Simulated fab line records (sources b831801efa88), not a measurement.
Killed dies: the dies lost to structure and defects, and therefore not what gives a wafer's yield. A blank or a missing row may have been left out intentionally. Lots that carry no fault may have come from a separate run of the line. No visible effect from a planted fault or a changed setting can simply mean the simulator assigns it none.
fab line records	flow sky130
record lots=5	wafers=23
route steps=708 shown CAPM@544 METAL3@560 VIA3@588 CAP2M@605
startH: the number of hours between the record's first day and the start of the first shown wafer of the lot	waitH: time in hours since the lot's previous step	" as in the row above	L1.1+2: a row that stands for several wafers	- either no value or no given start	* or withheld: withheld	< > ~ a bound
route shown NAME@n: names a module that has steps shown in the file, with the first one's number in the route	usual: mean/standard deviation taken from wafers without a fault	same: alike in all rows	chamber/n: place in a boat	sites: per-site readings	_std_site: the values' standard deviation	_edge_site: inner sites' mean taken away from outer sites' mean	radiusMm: how far each site lies from the wafer's centre	mask NAME#n: copy n	behind: the last tool/chamber to shape the wafer	hold: why the lot was held/for how many hours/how that ended	device: the n, p or np transistor that did not switch	end of line: the tests these same wafers got at the end of their route	a step without rows: its recipe alone	killed: dies that structure and defects cost at the first sort, which is not the same as the wafer's yield	map: dies across one wafer; x = killed, . = not, _ = none there
set.NAME: setting as actually run; set.NAME@STEP: the setting as run at that earlier step	model.NAME: the simulator's own value behind a step, which no gauge read
lots run with intentionally changed settings; tables by step, rows by wafer
## steps
# step SKY_CAPM_COAT_07
# recipe resist=NOVOLAK	spinRpm=3000	resistThkNm=1140
lot.wafer	tool	chamber	startH	waitH	set.resistThkNm	model.NOVOLAK_of_CAPM_COAT_07.thkNm
L075.1	lithoTrack-01	0	885.04	0.1	1166	1166
L075.2	"	0	"	"	1140	1139
L075.3	"	0	"	"	1140	1143
L075.4	"	0	"	"	1166	1167
L075.6	"	0	"	"	1166	1164
L078.1	lithoTrack-02	0	911.63	0.1	1140	1145
L078.2	"	0	"	"	1204	1207
L078.3	"	0	"	"	1140	1143
L078.4	"	0	"	"	1140	1142
L078.6	"	0	"	"	1204	1204
L079.2	lithoTrack-01	0	916.46	0.1	1140	1141
L079.3	"	0	"	"	1078	1079
L079.4+6	"	0	"	"	1140	1143
L079.5	"	0	"	"	1078	1076
L080.1+5	lithoTrack-03	0	926.03	0.1	1140	1143
L080.6	"	0	"	"	1140	1145
L081.1	lithoTrack-03	0	928.58	0.1	1089	1088
L081.2	"	0	"	"	1089	1089
L081.4+6	"	0	"	"	1140	1140
L081.5	"	0	"	"	1089	1092
# step SKY_CAPM_SOFTBAKE_08
# recipe tempC=90	timeS=60	resist=NOVOLAK
# step SKY_CAPM_EXPOSE_09
# recipe maskId=CAPM	na=0.6	sourceShape=conventional	sigmaOuter=0.6	polarization=unpolarized	targetCdNm=1000	doseMj=159
# step SKY_CAPM_METAL_ETCH_13
# recipe targetDepthNm=220	stopOn=SiO2	chemistry=Cl2/BCl3	target=TiN	pressureMtorr=10	icpW=900	biasW=48.5	Cl2_flow_sccm=60	bcl3FlowSccm=30	timeS=62.9
# step SKY_CAPM_STRIP_14
# recipe chemistry=O2/N2	powerW=1400	pressureMtorr=1500	platenTempC=withheld	o2FlowSccm=3000	n2FlowSccm=300	overashFraction=0.5
# usual stripTimeToEndpointS=12.65/0.05
lot.wafer	tool	chamber	startH	waitH	set.resistThkNm@CAPM_COAT_07	stripTimeToEndpointS
L075.1	plasmaAsher-03	0	896.85	0.1	1166	12.85
L075.2	"	1	"	"	1140	12.62
L075.3	"	1	"	"	1140	12.67
L075.4	"	0	"	"	1166	12.87
L075.6	"	0	"	"	1166	12.84
L078.1	plasmaAsher-02	1	922.99	0.1	1140	12.72
L078.2	"	0	"	"	1204	13.30
L078.3	"	0	"	"	1140	12.65
L078.4	"	1	"	"	1140	12.69
L078.6	"	0	"	"	1204	13.28
L079.2	plasmaAsher-03	0	928.55	0.1	1140	12.66
L079.3	"	0	"	"	1078	11.92
L079.4	"	1	"	"	1140	12.70
L079.5	"	1	"	"	1078	11.91
L079.6	"	0	"	"	1140	12.65
L080.1	plasmaAsher-02	1	939.22	0.1	1140	12.72
L080.5	"	1	"	"	1140	12.72
L080.6	"	0	"	"	1140	12.73
L081.1	plasmaAsher-01	1	941.19	0.1	1089	12.05
L081.2	"	0	"	"	1089	12.05
L081.4	"	0	"	"	1140	12.62
L081.5	"	1	"	"	1089	12.09
L081.6	"	0	"	"	1140	12.64
# step SKY_METAL3_EXPOSE_10
# recipe maskId=MM3	na=0.68	sourceShape=annular	sigmaInner=0.4	sigmaOuter=0.8	targetCdNm=300	doseMj=28
lot.wafer	tool	chamber	startH	waitH	mask	set.doseMj
L075.1+3+4	krfScanner-01	0	-	-	MM3#0	26.89
L075.2+6	"	0	"	"	MM3#0	28
L078.1+2+3	krfScanner-02	0	-	-	MM3#0	28
L078.4+6	"	0	"	"	MM3#0	29.65
L079.2+4	krfScanner-02	0	-	-	MM3#0	28
L079.3+5+6	"	0	"	"	MM3#0	26.31
L080.1+5+6	krfScanner-02	0	-	-	MM3#0	28
L081.1+2	krfScanner-02	0	-	-	MM3#0	28
L081.4+5+6	"	0	"	"	MM3#0	29.93
# step SKY_METAL3_PEB_11
# recipe pebTempC=withheld	pebTimeS=withheld	resist=KrF-thick
# step SKY_METAL3_DEVELOP_12
# recipe developTimeS=60	resist=KrF-thick	devTempC=21
# step SKY_METAL3_CD_MEAS_13
# recipe targetCdNm=300
# usual cdNm=299.8/1.3
lot.wafer	tool	chamber	startH	waitH	set.doseMj@METAL3_EXPOSE_10	cdNm
L075.1	cdSem-01	-	922.78	-	26.89	305.8
L075.2	"	-	"	"	28	298.8
L075.3	"	-	"	"	26.89	306.5
L075.4	"	-	"	"	26.89	304.5
L075.6	"	-	"	"	28	298.1
L078.1	cdSem-01	-	947.56	-	28	299.3
L078.2	"	-	"	"	28	299.7
L078.3	"	-	"	"	28	299.4
L078.4	"	-	"	"	29.65	289.1
L078.6	"	-	"	"	29.65	289.1
L079.2	cdSem-01	-	952.88	-	28	300.6
L079.3	"	-	"	"	26.31	310.1
L079.4	"	-	"	"	28	299.4
L079.5	"	-	"	"	26.31	311.0
L079.6	"	-	"	"	26.31	310.4
L080.1	cdSem-01	-	963.73	-	28	299.1
L080.5	"	-	"	"	28	298.7
L080.6	"	-	"	"	28	299.6
L081.1	cdSem-01	-	965.86	-	28	302.4
L081.2	"	-	"	"	28	300.1
L081.4	"	-	"	"	29.93	290.3
L081.5	"	-	"	"	29.93	289.4
L081.6	"	-	"	"	29.93	288.3
# step SKY_METAL3_DESCUM_15
# recipe chemistry=O2	sourcePowerW=150	biasPowerW=0	pressureMtorr=10	tempC=40	timeS=8
lot.wafer	tool	chamber	startH	waitH	set.doseMj@METAL3_EXPOSE_10	model.METAL3.cdNm
L075.1	rieMetal-03	0	922.94	0.0	26.89	306
L075.2	"	1	"	"	28	298.8
L075.3	"	1	"	"	26.89	306.5
L075.4	"	0	"	"	26.89	305.2
L075.6	"	1	"	"	28	297.8
L078.1	rieMetal-03	1	947.71	0.0	28	299.3
L078.2	"	0	"	"	28	300
L078.3	"	1	"	"	28	298.8
L078.4	"	0	"	"	29.65	289.4
L078.6	"	1	"	"	29.65	288.9
L079.2	rieMetal-01	1	953.01	0.0	28	301
L079.3	"	1	"	"	26.31	311.1
L079.4	"	0	"	"	28	299.6
L079.5	"	1	"	"	26.31	311.6
L079.6	"	0	"	"	26.31	309.9
L080.1	rieMetal-02	0	963.88	0.0	28	298.4
L080.5	"	0	"	"	28	298.2
L080.6	"	1	"	"	28	299
L081.1	rieMetal-02	1	966.01	0.0	28	301.7
L081.2	"	0	"	"	28	299.7
L081.4	"	1	"	"	29.93	289.8
L081.5	"	0	"	"	29.93	289
L081.6	"	1	"	"	29.93	288.3
# step SKY_METAL3_METAL_ETCH_18
# recipe targetDepthA=8450	stopOn=SiO2	overEtchFrac=0.3	timeS=183.1	chemistry=Cl2/BCl3	resistSidewallDeg=88	pressureMtorr=10	icpW=900	biasW=48.5	Cl2_flow_sccm=60	bcl3FlowSccm=30
# usual oesProductAu=0.865/0.0049
lot.wafer	tool	chamber	startH	waitH	set.timeS	oesProductAu	model.KrF-thick_of_METAL3_COAT_08.thkNm
L075.1	rieMetal-03	1	923.09	0.0	183.1	0.868	524.4
L075.2	"	0	"	"	183.1	0.866	-
L075.3	"	0	"	"	158.6	0.946	604.9
L075.4	"	1	"	"	158.6	0.949	-
L075.6	"	0	"	"	158.6	0.949	604.4
L078.1	rieMetal-01	0	947.86	0.0	183.1	0.859	522.3
L078.2	"	1	"	"	183.1	0.861	525.9
L078.3	"	1	"	"	175.7	0.887	539.8
L078.4	"	0	"	"	175.7	0.883	541.3
L078.6	"	1	"	"	183.1	0.862	524.5
L079.2	rieMetal-03	1	953.16	0.0	192.2	0.863	-
L079.3	"	1	"	"	183.1	0.863	516
L079.4	"	0	"	"	183.1	0.866	536.1
L079.5	"	0	"	"	183.1	0.874	-
L079.6	"	1	"	"	192.2	0.863	484.8
L080.1	rieMetal-03	0	964.03	0.0	183.1	0.871	532.8
L080.5	"	0	"	"	183.1	0.867	535.4
L080.6	"	1	"	"	183.1	0.879	520.8
L081.1	rieMetal-01	0	966.16	0.0	197.6	0.855	473.1
L081.2	"	1	"	"	183.1	0.858	511.9
L081.4	"	0	"	"	183.1	0.864	518.2
L081.5	"	1	"	"	197.6	0.857	-
L081.6	"	0	"	"	183.1	0.858	-
# step SKY_METAL3_STRIP_19
# recipe chemistry=O2/N2	powerW=1400	pressureMtorr=1500	platenTempC=withheld	o2FlowSccm=3000	n2FlowSccm=300	overashFraction=0.5
# usual oesProductAu=0.500/0.0055	stripTimeToEndpointS=6.49/0.068
lot.wafer	tool	chamber	startH	waitH	set.timeS@METAL3_METAL_ETCH_18	oesProductAu	stripTimeToEndpointS
L075.1	plasmaAsher-01	0	923.27	0.1	183.1	0.494	6.48
L075.2	"	1	"	"	183.1	0.496	6.59
L075.3	"	0	"	"	158.6	0.532	7.30
L075.4	"	1	"	"	158.6	0.532	7.12
L075.6	"	0	"	"	158.6	0.530	7.31
L078.1	plasmaAsher-03	0	948.04	0.1	183.1	0.506	6.51
L078.2	"	1	"	"	183.1	0.501	6.54
L078.3	"	1	"	"	175.7	0.511	6.65
L078.4	"	0	"	"	175.7	0.509	6.68
L078.6	"	0	"	"	183.1	0.499	6.49
L079.2	plasmaAsher-04	0	953.34	0.1	192.2	0.482	6.15
L079.3	"	1	"	"	183.1	0.504	6.43
L079.4	"	0	"	"	183.1	0.505	6.65
L079.5	"	1	"	"	183.1	0.499	6.54
L079.6	"	0	"	"	192.2	0.484	6.10
L080.1	plasmaAsher-03	0	964.21	0.1	183.1	0.505	6.59
L080.5	"	0	"	"	183.1	0.502	6.62
L080.6	"	1	"	"	183.1	0.501	6.48
L081.1	plasmaAsher-01	0	966.34	0.1	197.6	0.481	5.98
L081.2	"	1	"	"	183.1	0.496	6.37
L081.4	"	0	"	"	183.1	0.497	6.45
L081.5	"	1	"	"	197.6	0.476	5.92
L081.6	"	0	"	"	183.1	0.491	6.36
# step SKY_VIA3_ETCH_15
# recipe target=SiO2	chemistry=C4F8/O2/Ar	targetDepthNm=507	stopOn=TiN	maskMaterial=KrF-thick	sourceW=1500	biasW=1200	pressureMtorr=40	c4f8FlowSccm=withheld	O2_flow_sccm=6	Ar_flow_sccm=300	timeS=78
lot.wafer	tool	chamber	startH	waitH	set.timeS	set.powerW@METAL3_SPUTTER_04	model.TiN_of_METAL3_SPUTTER_04.thkNm	model.KrF-thick_of_VIA3_COAT_07.thkNm
L075.1	rieDiel-03	1	950.10	0.0	73.17	6500	70.72	296.8
L075.2	"	3	"	"	73.17	6871	74.25	296.9
L075.3	"	0	"	"	78	6500	70.83	289.4
L075.4	"	2	"	"	78	6871	74.45	292.7
L075.6	"	2	"	"	73.17	6500	70.92	298.2
L078.1	rieDiel-03	3	973.50	0.0	78	6500	70.01	286.7
L078.2	"	2	"	"	72.3	6500	68.9	297.3
L078.3	"	1	"	"	72.3	6500	69.3	296.2
L078.4	"	0	"	"	78	6500	69.88	287.1
L078.6	"	1	"	"	78	6500	69.86	287.7
L079.2	rieDiel-01	0	977.79	0.0	71.5	7180	76.83	300.7
L079.3	"	2	"	"	71.5	6500	69.5	304.9
L079.4	"	1	"	"	78	6500	70.15	292.9
L079.5	"	2	"	"	78	7180	76.87	294.9
L079.6	"	3	"	"	78	6500	69.72	295
L080.1	rieDiel-03	1	988.97	0.0	78	6500	69.16	289.2
L080.5	"	0	"	"	78	6500	70.86	288.3
L080.6	"	1	"	"	78	6500	69.38	291.4
L081.1	rieDiel-01	2	991.07	0.0	87.21	6500	68.28	281.9
L081.2	"	3	"	"	78	6500	70.19	293.3
L081.4	"	0	"	"	87.21	6500	67.04	279.8
L081.5	"	1	"	"	87.21	5919	61.86	280.5
L081.6	"	2	"	"	78	5919	63.72	294.7
# step SKY_VIA3_STRIP_16
# recipe chemistry=O2/N2	powerW=1400	pressureMtorr=1500	platenTempC=withheld	o2FlowSccm=3000	n2FlowSccm=300	overashFraction=0.5
# usual stripTimeToEndpointS=4.120/0.027
lot.wafer	tool	chamber	startH	waitH	set.timeS@VIA3_ETCH_15	stripTimeToEndpointS
L075.1	plasmaAsher-03	0	950.16	0.0	73.17	4.210
L075.2	"	1	"	"	73.17	4.206
L075.3	"	1	"	"	78	4.084
L075.4	"	0	"	"	78	4.137
L075.6	"	1	"	"	73.17	4.205
L078.1	plasmaAsher-02	1	973.56	0.0	78	4.090
L078.2	"	0	"	"	72.3	4.204
L078.3	"	1	"	"	72.3	4.181
L078.4	"	0	"	"	78	4.078
L078.6	"	1	"	"	78	4.093
L079.2	plasmaAsher-02	0	977.85	0.0	71.5	4.238
L079.3	"	1	"	"	71.5	4.251
L079.4	"	0	"	"	78	4.142
L079.5	"	0	"	"	78	4.165
L079.6	"	1	"	"	78	4.165
L080.1	plasmaAsher-02	0	989.03	0.0	78	4.113
L080.5	"	0	"	"	78	4.101
L080.6	"	1	"	"	78	4.152
L081.1	plasmaAsher-03	1	991.13	0.0	87.21	4.025
L081.2	"	0	"	"	78	4.126
L081.4	"	0	"	"	87.21	3.995
L081.5	"	1	"	"	87.21	4.023
L081.6	"	0	"	"	78	4.160
# step SKY_VIA3_SPUTTER_20
# recipe material=TiN	targetThkNm=20	chamberPressurePa=5	powerW=4000	timeS=80
lot.wafer	tool	chamber	startH	waitH	set.chamberPressurePa	model.TiN_of_VIA3_SPUTTER_20.thkNm
L075.1	pvdSputter-03	-	950.76	0.0	4.423	21.97
L075.2	"	-	"	"	4.423	22.21
L075.3	"	-	"	"	4.423	22.15
L075.4	"	-	"	"	4.423	22.27
L075.6	"	-	"	"	4.423	22.41
L078.1	pvdSputter-03	-	974.16	0.0	5.545	17.97
L078.2	"	-	"	"	5.545	17.79
L078.3	"	-	"	"	5.545	18.15
L078.4	"	-	"	"	5.545	17.85
L078.6	"	-	"	"	5.545	17.69
L079.2	pvdSputter-03	-	978.50	0.0	5	19.92
L079.3	"	-	"	"	5	19.68
L079.4	"	-	"	"	5	19.85
L079.5	"	-	"	"	5	19.51
L079.6	"	-	"	"	5	19.81
L080.1	pvdSputter-02	-	989.67	0.0	5	19.81
L080.5	"	-	"	"	5	19.41
L080.6	"	-	"	"	5	19.73
L081.1	pvdSputter-02	-	992.08	0.0	4.774	21.02
L081.2+6	"	-	"	"	4.774	20.69
L081.4	"	-	"	"	4.774	20.89
L081.5	"	-	"	"	4.774	21
# step SKY_CAP2M_SPUTTER_02
# recipe material=TiN	targetThkNm=200	tempC=300	powerW=6500	timeS=166.7	chamberPressurePa=0.4
lot.wafer	tool	chamber	startH	waitH	set.powerW	model.TiN_of_CAP2M_SPUTTER_02.thkNm
L075.1	pvdSputter-02	-	951.66	0.1	5797	180.6
L075.2	"	-	"	"	6500	201
L075.3	"	-	"	"	6500	200.9
L075.4	"	-	"	"	6500	201.6
L075.6	"	-	"	"	5797	178.9
L078.1	pvdSputter-02	-	975.06	0.1	6745	208.2
L078.2	"	-	"	"	6500	201.9
L078.3	"	-	"	"	6500	202
L078.4	"	-	"	"	6745	207.2
L078.6	"	-	"	"	6500	201.3
L079.2+5	pvdSputter-04	-	979.40	0.0	6500	203.2
L079.3	"	-	"	"	6500	201.5
L079.4	"	-	"	"	6738	209.9
L079.6	"	-	"	"	6738	209.2
L080.1	pvdSputter-02	-	990.69	0.1	6500	201.7
L080.5	"	-	"	"	6500	201.3
L080.6	"	-	"	"	6500	200.1
L081.1	pvdSputter-04	-	993.32	0.1	6126	193.2
L081.2	"	-	"	"	6126	191.2
L081.4	"	-	"	"	6126	191.8
L081.5	"	-	"	"	6500	202.7
L081.6	"	-	"	"	6500	204.6
# step SKY_CAP2M_RS_MEAS_03
# recipe thkMeasGauge=four-point-probe	reads=TiN_of_CAP2M_SPUTTER_02
# usual CAP2M_TIN_RS=6.86/0.067
lot.wafer	tool	chamber	startH	waitH	set.powerW@CAP2M_SPUTTER_02	CAP2M_TIN_RS[ohm/sq]
L075.1	filmMetro-01	-	951.76	0.1	5797	7.67
L075.2	"	-	"	"	6500	6.89
L075.3	"	-	"	"	6500	6.90
L075.4	"	-	"	"	6500	6.86
L075.6	"	-	"	"	5797	7.75
L078.1	filmMetro-01	-	975.17	0.1	6745	6.65
L078.2	"	-	"	"	6500	6.87
L078.3	"	-	"	"	6500	6.86
L078.4	"	-	"	"	6745	6.67
L078.6	"	-	"	"	6500	6.87
L079.2	filmMetro-03	-	979.53	0.1	6500	6.80
L079.3	"	-	"	"	6500	6.87
L079.4	"	-	"	"	6738	6.57
L079.5	"	-	"	"	6500	6.79
L079.6	"	-	"	"	6738	6.61
L080.1	filmMetro-02	-	990.80	0.1	6500	6.84
L080.5	"	-	"	"	6500	6.85
L080.6	"	-	"	"	6500	6.91
L081.1	filmMetro-02	-	993.43	0.1	6126	7.15
L081.2	"	-	"	"	6126	7.24
L081.4	"	-	"	"	6126	7.21
L081.5	"	-	"	"	6500	6.81
L081.6	"	-	"	"	6500	6.75
# step SKY_CAP2M_THK_MEAS_04
# recipe thkMeasGauge=xrf	reads=TiN_of_CAP2M_SPUTTER_02
# usual CAP2M_TIN_THK=199.1/2.2
lot.wafer	tool	chamber	startH	waitH	set.powerW@CAP2M_SPUTTER_02	CAP2M_TIN_THK[nm]
L075.1	filmMetro-01	-	951.88	0.1	5797	177.2
L075.2	"	-	"	"	6500	198.1
L075.3	"	-	"	"	6500	197.5
L075.4	"	-	"	"	6500	198.7
L075.6	"	-	"	"	5797	176.4
L078.1	filmMetro-01	-	975.29	0.1	6745	205.7
L078.2	"	-	"	"	6500	199.1
L078.3	"	-	"	"	6500	199.2
L078.4	"	-	"	"	6745	204.4
L078.6	"	-	"	"	6500	198.3
L079.2	filmMetro-03	-	979.64	0.1	6500	202.4
L079.3	"	-	"	"	6500	200.7
L079.4	"	-	"	"	6738	209.1
L079.5	"	-	"	"	6500	202.1
L079.6	"	-	"	"	6738	208.4
L080.1	filmMetro-02	-	990.92	0.1	6500	199.6
L080.5	"	-	"	"	6500	197.0
L080.6	"	-	"	"	6500	197.0
L081.1	filmMetro-02	-	993.55	0.1	6126	189.3
L081.2	"	-	"	"	6126	187.9
L081.4	"	-	"	"	6126	189.1
L081.5	"	-	"	"	6500	199.3
L081.6	"	-	"	"	6500	201.6
## key
split step=SKY_CAPM_COAT_07	setting=resistThkNm	stated=1140	by=wafer
response step=SKY_CAPM_COAT_07	reading=model.NOVOLAK_of_CAPM_COAT_07.thkNm	change=+11.4	per=1%	r=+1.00
response step=SKY_CAPM_STRIP_14	reading=stripTimeToEndpointS	change=*	per=1%	r=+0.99
split step=SKY_METAL3_EXPOSE_10	setting=doseMj	stated=28	by=wafer
response step=SKY_METAL3_CD_MEAS_13	reading=cdNm	change=-1.75	per=1%	r=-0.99
response step=SKY_METAL3_DESCUM_15	reading=model.METAL3.cdNm	change=-1.75	per=1%	r=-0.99
split step=SKY_METAL3_METAL_ETCH_18	setting=timeS	stated=183.1	by=wafer
response step=SKY_METAL3_METAL_ETCH_18	reading=oesProductAu	shape=bent	atLowest=0.948	atStated=0.865	atHighest=0.856
response step=SKY_METAL3_METAL_ETCH_18	reading=model.KrF-thick_of_METAL3_COAT_08.thkNm	change=-5.85	per=1%	r=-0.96
response step=SKY_METAL3_STRIP_19	reading=oesProductAu	change=-0.00263	per=1%	r=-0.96
response step=SKY_METAL3_STRIP_19	reading=stripTimeToEndpointS	change=*	per=1%	r=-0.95
split step=SKY_VIA3_ETCH_15	setting=timeS	stated=78	by=wafer
response step=SKY_VIA3_ETCH_15	reading=model.KrF-thick_of_VIA3_COAT_07.thkNm	change=-1.12	per=1%	r=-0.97
response step=SKY_VIA3_STRIP_16	reading=stripTimeToEndpointS	change=*	per=1%	r=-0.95
split step=SKY_VIA3_SPUTTER_20	setting=chamberPressurePa	stated=5	by=lot
response step=SKY_VIA3_SPUTTER_20	reading=model.TiN_of_VIA3_SPUTTER_20.thkNm	change=-0.194	per=1%	r=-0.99
split step=SKY_CAP2M_SPUTTER_02	setting=powerW	stated=6500	by=wafer
response step=SKY_CAP2M_SPUTTER_02	reading=model.TiN_of_CAP2M_SPUTTER_02.thkNm	change=+1.95	per=1%	r=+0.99
response step=SKY_CAP2M_RS_MEAS_03	reading=CAP2M_TIN_RS	change=-0.0734	per=1%	r=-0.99
response step=SKY_CAP2M_THK_MEAS_04	reading=CAP2M_TIN_THK	change=+1.95	per=1%	r=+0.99
split outsideThisFile step=SKY_METAL3_SPUTTER_04 setting=powerW
# split outsideThisFile: this setting was split too, and the file shows its column; the key of that split is in another file
